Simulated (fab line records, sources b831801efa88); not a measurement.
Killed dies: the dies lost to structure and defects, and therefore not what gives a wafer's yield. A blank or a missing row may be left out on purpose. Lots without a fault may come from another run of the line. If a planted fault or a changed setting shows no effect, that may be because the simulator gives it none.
fab line records || flow sky130
[record] {"lots": 6, "wafers": 18, "last_day": 49}
route steps=708 shown POLY_GATE@213 RES_PROTECT@214
lots that met no fault: taken from a fault-free run of the same line
start_h: start of the lot's first displayed wafer, in hours after the record's first day || wait_h: hours from the lot's prior step to this one || " unchanged from the row above || L1.1+2: several wafers, shown together as one row || - no value, or no start given || * or withheld: withheld || < > ~ a bound
route shown NAME@n: names a module that has steps shown in the file, with the first one's number in the route || usual: mean and standard deviation over wafers with no fault || same: alike in all rows || chamber/n: place in a boat || sites: the reading at each site || _std_site: the values' standard deviation || _edge_site: mean of outer sites minus mean of inner sites || radius_mm: how far each site lies from the wafer's centre || mask NAME#n: copy n || behind: the most recent tool/chamber to have shaped the wafer || hold: why the lot was held/for how many hours/how that ended || device: which transistor (n, p or np) failed to switch || end of line: tests of these same wafers at the route's end || a step given without rows: its recipe and nothing more || killed: dies lost to structure and defects at the first sort, not the wafer's yield || map: a wafer's dies, marking killed ones x, the rest . and places with no die _
set.NAME: setting as actually run; set.NAME@STEP: the setting as run at that earlier step || model.NAME: the simulator's own value behind a step, which no gauge read
certain route steps with their lots: each step a table, each wafer a row
services: a tool's chamber out of use, with start hour (start_h, from the record's first day; less than 0 if before it), hours out, and reason
[[steps]]
[step SKY_POLY_GATE_IMPLANT_02]
[recipe] {"species": "P", "energy_kev": 30, "dose_cm2": 7.7e+15, "tilt_deg": 0}
[step SKY_RES_PROTECT_STRIP_07]
[recipe] {"chemistry": "O2/N2", "power_w": 1400, "pressure_mtorr": 1500, "platen_temp_c": "withheld", "o2_flow_sccm": 3000, "n2_flow_sccm": 300, "overash_fraction": 0.5}
[usual] {"drypump_motor_current_A": "5.6/0.38", "oes_product_au": "0.518/0.0044", "strip_time_to_endpoint_s": "23.30/0.037"}
{"lot.wafer": "L370.1", "tool": "plasma_asher-01", "chamber": 1, "start_h": 424.68, "wait_h": 0.1, "drypump_motor_current_A": 6.2, "oes_product_au": 0.522, "rf_hours_counter_h": 31, "strip_time_to_endpoint_s": 23.34}
{"lot.wafer": "L370.3", "tool": "plasma_asher-01", "chamber": 0, "start_h": 424.68, "wait_h": 0.1, "drypump_motor_current_A": 5.2, "oes_product_au": 0.510, "rf_hours_counter_h": "-", "strip_time_to_endpoint_s": 23.37}
{"lot.wafer": "L370.6", "tool": "plasma_asher-01", "chamber": 0, "start_h": 424.68, "wait_h": 0.1, "drypump_motor_current_A": 5.2, "oes_product_au": 0.514, "rf_hours_counter_h": "-", "strip_time_to_endpoint_s": 23.36}
{"lot.wafer": "L372.3", "tool": "plasma_asher-01", "chamber": 1, "start_h": 440.52, "wait_h": 0.1, "drypump_motor_current_A": 6.2, "oes_product_au": 0.519, "rf_hours_counter_h": "-", "strip_time_to_endpoint_s": 23.32}
{"lot.wafer": "L372.4", "tool": "plasma_asher-01", "chamber": 0, "start_h": 440.52, "wait_h": 0.1, "drypump_motor_current_A": 5.2, "oes_product_au": 0.515, "rf_hours_counter_h": "-", "strip_time_to_endpoint_s": 23.32}
{"lot.wafer": "L372.5", "tool": "plasma_asher-01", "chamber": 1, "start_h": 440.52, "wait_h": 0.1, "drypump_motor_current_A": 6.2, "oes_product_au": 0.519, "rf_hours_counter_h": "-", "strip_time_to_endpoint_s": 23.32}
{"lot.wafer": "L373.3", "tool": "plasma_asher-03", "chamber": 0, "start_h": 447.27, "wait_h": 0.1, "drypump_motor_current_A": 5.8, "oes_product_au": 0.527, "rf_hours_counter_h": "-", "strip_time_to_endpoint_s": 23.24}
{"lot.wafer": "L373.4", "tool": "plasma_asher-03", "chamber": 1, "start_h": 447.27, "wait_h": 0.1, "drypump_motor_current_A": 5.4, "oes_product_au": 0.517, "rf_hours_counter_h": "-", "strip_time_to_endpoint_s": 23.23}
{"lot.wafer": "L373.5", "tool": "plasma_asher-03", "chamber": 1, "start_h": 447.27, "wait_h": 0.1, "drypump_motor_current_A": 5.4, "oes_product_au": 0.514, "rf_hours_counter_h": "-", "strip_time_to_endpoint_s": 23.22}
{"lot.wafer": "L379.2", "tool": "plasma_asher-01", "chamber": 0, "start_h": 491.33, "wait_h": 0.1, "drypump_motor_current_A": 5.2, "oes_product_au": 0.522, "rf_hours_counter_h": 36, "strip_time_to_endpoint_s": 23.36}
{"lot.wafer": "L379.4", "tool": "plasma_asher-01", "chamber": 1, "start_h": 491.33, "wait_h": 0.1, "drypump_motor_current_A": 6.2, "oes_product_au": 0.517, "rf_hours_counter_h": "-", "strip_time_to_endpoint_s": 23.30}
{"lot.wafer": "L379.6", "tool": "plasma_asher-01", "chamber": 1, "start_h": 491.33, "wait_h": 0.1, "drypump_motor_current_A": 6.2, "oes_product_au": 0.521, "rf_hours_counter_h": "-", "strip_time_to_endpoint_s": 23.28}
{"lot.wafer": "L380.1", "tool": "plasma_asher-03", "chamber": 1, "start_h": 503.14, "wait_h": 0.1, "drypump_motor_current_A": 5.5, "oes_product_au": 0.520, "rf_hours_counter_h": 8, "strip_time_to_endpoint_s": 23.29}
{"lot.wafer": "L380.4", "tool": "plasma_asher-03", "chamber": 0, "start_h": 503.14, "wait_h": 0.1, "drypump_motor_current_A": 5.8, "oes_product_au": 0.517, "rf_hours_counter_h": "-", "strip_time_to_endpoint_s": 23.31}
{"lot.wafer": "L380.6", "tool": "plasma_asher-03", "chamber": 1, "start_h": 503.14, "wait_h": 0.1, "drypump_motor_current_A": 5.4, "oes_product_au": 0.509, "rf_hours_counter_h": "-", "strip_time_to_endpoint_s": 23.31}
{"lot.wafer": "L381.3", "tool": "plasma_asher-02", "chamber": 0, "start_h": 514.52, "wait_h": 0.1, "drypump_motor_current_A": 5.1, "oes_product_au": 0.519, "rf_hours_counter_h": "-", "strip_time_to_endpoint_s": 23.35}
{"lot.wafer": "L381.4", "tool": "plasma_asher-02", "chamber": 1, "start_h": 514.52, "wait_h": 0.1, "drypump_motor_current_A": 5.9, "oes_product_au": 0.520, "rf_hours_counter_h": "-", "strip_time_to_endpoint_s": 23.33}
{"lot.wafer": "L381.5", "tool": "plasma_asher-02", "chamber": 1, "start_h": 514.52, "wait_h": 0.1, "drypump_motor_current_A": 5.9, "oes_product_au": 0.518, "rf_hours_counter_h": "-", "strip_time_to_endpoint_s": 23.36}
[step SKY_RES_PROTECT_TW_MEAS_08]
[usual] {"POLY_GATE_TW": "4041/55"}
{"lot.wafer": "L370.1", "tool": "film_metro-04", "chamber": "-", "start_h": 424.78, "wait_h": 0.1, "POLY_GATE_TW": 3981}
{"lot.wafer": "L370.3", "tool": "film_metro-04", "chamber": "-", "start_h": 424.78, "wait_h": 0.1, "POLY_GATE_TW": 3972}
{"lot.wafer": "L370.6", "tool": "film_metro-04", "chamber": "-", "start_h": 424.78, "wait_h": 0.1, "POLY_GATE_TW": 3976}
{"lot.wafer": "L372.3", "tool": "film_metro-03", "chamber": "-", "start_h": 440.61, "wait_h": 0.1, "POLY_GATE_TW": 4131}
{"lot.wafer": "L372.4", "tool": "film_metro-03", "chamber": "-", "start_h": 440.61, "wait_h": 0.1, "POLY_GATE_TW": 4121}
{"lot.wafer": "L372.5", "tool": "film_metro-03", "chamber": "-", "start_h": 440.61, "wait_h": 0.1, "POLY_GATE_TW": 4124}
{"lot.wafer": "L373.3", "tool": "film_metro-03", "chamber": "-", "start_h": 447.36, "wait_h": 0.1, "POLY_GATE_TW": 4121}
{"lot.wafer": "L373.4", "tool": "film_metro-03", "chamber": "-", "start_h": 447.36, "wait_h": 0.1, "POLY_GATE_TW": 4124}
{"lot.wafer": "L373.5", "tool": "film_metro-03", "chamber": "-", "start_h": 447.36, "wait_h": 0.1, "POLY_GATE_TW": 4122}
{"lot.wafer": "L379.2", "tool": "film_metro-04", "chamber": "-", "start_h": 491.44, "wait_h": 0.1, "POLY_GATE_TW": 3956}
{"lot.wafer": "L379.4", "tool": "film_metro-04", "chamber": "-", "start_h": 491.44, "wait_h": 0.1, "POLY_GATE_TW": 3987}
{"lot.wafer": "L379.6", "tool": "film_metro-04", "chamber": "-", "start_h": 491.44, "wait_h": 0.1, "POLY_GATE_TW": 3977}
{"lot.wafer": "L380.1", "tool": "film_metro-01", "chamber": "-", "start_h": 503.24, "wait_h": 0.1, "POLY_GATE_TW": 4041}
{"lot.wafer": "L380.4", "tool": "film_metro-01", "chamber": "-", "start_h": 503.24, "wait_h": 0.1, "POLY_GATE_TW": 4035}
{"lot.wafer": "L380.6", "tool": "film_metro-01", "chamber": "-", "start_h": 503.24, "wait_h": 0.1, "POLY_GATE_TW": 4051}
{"lot.wafer": "L381.3", "tool": "film_metro-01", "chamber": "-", "start_h": 514.61, "wait_h": 0.1, "POLY_GATE_TW": 4008}
{"lot.wafer": "L381.4", "tool": "film_metro-01", "chamber": "-", "start_h": 514.61, "wait_h": 0.1, "POLY_GATE_TW": 4022}
{"lot.wafer": "L381.5", "tool": "film_metro-01", "chamber": "-", "start_h": 514.61, "wait_h": 0.1, "POLY_GATE_TW": 4029}
[step SKY_RES_PROTECT_CLEAN_09]
[recipe] {"chemistry": "SC1/SC2", "mix": "1:4:20", "temp_c": 70, "time_s": 150, "dry": "n2_spin"}
[step SKY_POLY_GATE_CVD_03]
[recipe] {"material": "Si3N4", "precursor": "DCS/NH3", "target_thk_nm": 75, "temp_c": 770, "time_s": 1290, "pressure_mtorr": 250}
[step SKY_POLY_GATE_THK_MEAS_04]
[recipe] {"reads": "Si3N4_of_POLY_GATE_CVD_03"}
[usual] {"POLY_GATE_CVD_03_THK": "75.3/0.57"}
{"lot.wafer": "L370.1", "tool": "film_metro-02", "chamber": "-", "start_h": 430.76, "wait_h": 0.0, "POLY_GATE_CVD_03_THK[nm]": 75.2}
{"lot.wafer": "L370.3", "tool": "film_metro-02", "chamber": "-", "start_h": 430.76, "wait_h": 0.0, "POLY_GATE_CVD_03_THK[nm]": 75.4}
{"lot.wafer": "L370.6", "tool": "film_metro-02", "chamber": "-", "start_h": 430.76, "wait_h": 0.0, "POLY_GATE_CVD_03_THK[nm]": 75.3}
{"lot.wafer": "L372.3", "tool": "film_metro-01", "chamber": "-", "start_h": 442.07, "wait_h": 0.0, "POLY_GATE_CVD_03_THK[nm]": 75.8}
{"lot.wafer": "L372.4", "tool": "film_metro-01", "chamber": "-", "start_h": 442.07, "wait_h": 0.0, "POLY_GATE_CVD_03_THK[nm]": 75.8}
{"lot.wafer": "L372.5", "tool": "film_metro-01", "chamber": "-", "start_h": 442.07, "wait_h": 0.0, "POLY_GATE_CVD_03_THK[nm]": 75.5}
{"lot.wafer": "L373.3", "tool": "film_metro-01", "chamber": "-", "start_h": 448.82, "wait_h": 0.0, "POLY_GATE_CVD_03_THK[nm]": 76.4}
{"lot.wafer": "L373.4", "tool": "film_metro-01", "chamber": "-", "start_h": 448.82, "wait_h": 0.0, "POLY_GATE_CVD_03_THK[nm]": 75.8}
{"lot.wafer": "L373.5", "tool": "film_metro-01", "chamber": "-", "start_h": 448.82, "wait_h": 0.0, "POLY_GATE_CVD_03_THK[nm]": 75.5}
{"lot.wafer": "L379.2", "tool": "film_metro-04", "chamber": "-", "start_h": 492.91, "wait_h": 0.0, "POLY_GATE_CVD_03_THK[nm]": 75.0}
{"lot.wafer": "L379.4", "tool": "film_metro-04", "chamber": "-", "start_h": 492.91, "wait_h": 0.0, "POLY_GATE_CVD_03_THK[nm]": 75.3}
{"lot.wafer": "L379.6", "tool": "film_metro-04", "chamber": "-", "start_h": 492.91, "wait_h": 0.0, "POLY_GATE_CVD_03_THK[nm]": 75.3}
{"lot.wafer": "L380.1", "tool": "film_metro-01", "chamber": "-", "start_h": 504.70, "wait_h": 0.0, "POLY_GATE_CVD_03_THK[nm]": 76.2}
{"lot.wafer": "L380.4", "tool": "film_metro-01", "chamber": "-", "start_h": 504.70, "wait_h": 0.0, "POLY_GATE_CVD_03_THK[nm]": 76.2}
{"lot.wafer": "L380.6", "tool": "film_metro-01", "chamber": "-", "start_h": 504.70, "wait_h": 0.0, "POLY_GATE_CVD_03_THK[nm]": 76.4}
{"lot.wafer": "L381.3", "tool": "film_metro-02", "chamber": "-", "start_h": 516.07, "wait_h": 0.0, "POLY_GATE_CVD_03_THK[nm]": 75.2}
{"lot.wafer": "L381.4", "tool": "film_metro-02", "chamber": "-", "start_h": 516.07, "wait_h": 0.0, "POLY_GATE_CVD_03_THK[nm]": 74.6}
{"lot.wafer": "L381.5", "tool": "film_metro-02", "chamber": "-", "start_h": 516.07, "wait_h": 0.0, "POLY_GATE_CVD_03_THK[nm]": 75.1}
[step SKY_POLY_GATE_DEHYDRATE_05]
[recipe] {"temp_c": 200, "time_s": 60}
[step SKY_POLY_GATE_HMDS_06]
[recipe] {"prime_time_s": 60, "prime_temp_c": 120}
[step SKY_POLY_GATE_COAT_07]
[recipe] {"resist": "BARC", "temp_c": "withheld", "time_s": "withheld", "spin_rpm": 3022, "resist_thk_nm": 110}
[step SKY_POLY_GATE_COAT_08]
[recipe] {"resist": "KrF-thick", "spin_rpm": 3000, "resist_thk_nm": 450}
[step SKY_POLY_GATE_SOFTBAKE_09]
[recipe] {"temp_c": 100, "time_s": 90, "resist": "KrF-thick"}
[step SKY_POLY_GATE_EXPOSE_10]
[recipe] {"mask_id": "P1M", "na": 0.68, "source_shape": "conventional", "sigma_outer": 0.6, "target_cd_nm": 150, "dose_mj": 28}
[step SKY_POLY_GATE_PEB_11]
[recipe] {"peb_temp_c": "withheld", "peb_time_s": "withheld", "resist": "KrF-thick"}
[usual] {"chill_plate_temp_C": "*", "exhaust_pa": "44.9/0.88"}
{"lot.wafer": "L370.1", "tool": "litho_track-04", "chamber": 0, "start_h": 461, "wait_h": "-", "chill_plate_temp_C": "*", "exhaust_pa": 44.1}
{"lot.wafer": "L370.3", "tool": "litho_track-04", "chamber": 0, "start_h": 461, "wait_h": "-", "chill_plate_temp_C": "*", "exhaust_pa": 43.6}
{"lot.wafer": "L370.6", "tool": "litho_track-04", "chamber": 0, "start_h": 461, "wait_h": "-", "chill_plate_temp_C": "*", "exhaust_pa": 43.9}
{"lot.wafer": "L372.3", "tool": "litho_track-02", "chamber": 0, "start_h": 472, "wait_h": "-", "chill_plate_temp_C": "*", "exhaust_pa": 44.5}
{"lot.wafer": "L372.4", "tool": "litho_track-02", "chamber": 0, "start_h": 472, "wait_h": "-", "chill_plate_temp_C": "*", "exhaust_pa": 45.2}
{"lot.wafer": "L372.5", "tool": "litho_track-02", "chamber": 0, "start_h": 472, "wait_h": "-", "chill_plate_temp_C": "*", "exhaust_pa": 45.3}
{"lot.wafer": "L373.3", "tool": "litho_track-02", "chamber": 0, "start_h": 479, "wait_h": "-", "chill_plate_temp_C": "*", "exhaust_pa": 43.0}
{"lot.wafer": "L373.4", "tool": "litho_track-02", "chamber": 0, "start_h": 479, "wait_h": "-", "chill_plate_temp_C": "*", "exhaust_pa": 45.5}
{"lot.wafer": "L373.5", "tool": "litho_track-02", "chamber": 0, "start_h": 479, "wait_h": "-", "chill_plate_temp_C": "*", "exhaust_pa": 46.1}
{"lot.wafer": "L379.2", "tool": "litho_track-04", "chamber": "-", "start_h": 522, "wait_h": "-", "chill_plate_temp_C": "-", "exhaust_pa": "-"}
{"lot.wafer": "L379.4", "tool": "litho_track-04", "chamber": "-", "start_h": 522, "wait_h": "-", "chill_plate_temp_C": "-", "exhaust_pa": "-"}
{"lot.wafer": "L379.6", "tool": "litho_track-04", "chamber": "-", "start_h": 522, "wait_h": "-", "chill_plate_temp_C": "-", "exhaust_pa": "-"}
{"lot.wafer": "L380.1", "tool": "litho_track-04", "chamber": "-", "start_h": 534, "wait_h": "-", "chill_plate_temp_C": "-", "exhaust_pa": "-"}
{"lot.wafer": "L380.4", "tool": "litho_track-04", "chamber": "-", "start_h": 534, "wait_h": "-", "chill_plate_temp_C": "-", "exhaust_pa": "-"}
{"lot.wafer": "L380.6", "tool": "litho_track-04", "chamber": "-", "start_h": 534, "wait_h": "-", "chill_plate_temp_C": "-", "exhaust_pa": "-"}
{"lot.wafer": "L381.3", "tool": "litho_track-03", "chamber": 0, "start_h": 545, "wait_h": "-", "chill_plate_temp_C": "*", "exhaust_pa": 43.5}
{"lot.wafer": "L381.4", "tool": "litho_track-03", "chamber": 0, "start_h": 545, "wait_h": "-", "chill_plate_temp_C": "*", "exhaust_pa": 45.1}
{"lot.wafer": "L381.5", "tool": "litho_track-03", "chamber": 0, "start_h": 545, "wait_h": "-", "chill_plate_temp_C": "*", "exhaust_pa": 43.5}
[step SKY_POLY_GATE_DEVELOP_12]
[recipe] {"develop_time_s": 60, "resist": "KrF-thick", "dev_temp_c": 21}
[[services]]
{"tool": "plasma_asher-03", "chamber": "-", "start_h": 421.25, "hours": 9.0, "kind": "pm"}
{"tool": "plasma_asher-03", "chamber": 0, "start_h": 421.25, "hours": 9.0, "kind": "vent_cycle"}
{"tool": "plasma_asher-03", "chamber": 1, "start_h": 421.25, "hours": 9.0, "kind": "vent_cycle"}
{"tool": "plasma_asher-03", "chamber": 0, "start_h": 430.25, "hours": "-", "kind": "clean"}
{"tool": "plasma_asher-03", "chamber": 1, "start_h": 430.25, "hours": "-", "kind": "clean"}
{"tool": "plasma_asher-02", "chamber": "-", "start_h": 439.91, "hours": 0.7, "kind": "repair"}
{"tool": "plasma_asher-01", "chamber": "-", "start_h": 463.94, "hours": 14.6, "kind": "pm"}
{"tool": "plasma_asher-02", "chamber": "-", "start_h": 494.49, "hours": 1.0, "kind": "repair"}
{"tool": "plasma_asher-03", "chamber": "-", "start_h": 511.79, "hours": 0.8, "kind": "repair"}
{"tool": "plasma_asher-03", "chamber": "-", "start_h": 536.27, "hours": 0.7, "kind": "repair"}
[[key]]
[first_sign] {"step": "SKY_POLY_GATE_PEB_11", "reading": "tool_record", "direction": "missing"}
effect none on later readings
met_at SKY_POLY_GATE_PEB_11
struck_wafers L379.2,L379.4,L379.6,L380.1,L380.4,L380.6
later_rows_left_out L379.2,L379.4,L379.6,L380.1,L380.4,L380.6
sort_left_out L379.2,L379.4,L379.6,L380.1,L380.4,L380.6
tester_left_out L379,L380
onset_between 461 522
[fault] {"kind": "skipped_step_whole", "tool": "litho_track-04", "chamber": "-", "onset_h": 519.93, "steps": "SKY_POLY_GATE_PEB_11", "scope": "struck_lots_only"}
// tester_left_out: of these lots the tester's yield and bins aren't shown, on N5 and GAA mostly nor the transistor test; their killed dies are dies lost to structure and defects alone, not to doping, threshold or leakage, so they don't give the yield
// sort_left_out: the simulated sort isn't trusted on such a fault, so these wafers' sort isn't shown, and their yield isn't known
// later_rows_left_out: the simulator's readings of these wafers behind a module that went badly wrong aren't trusted and aren't shown, but for the sort
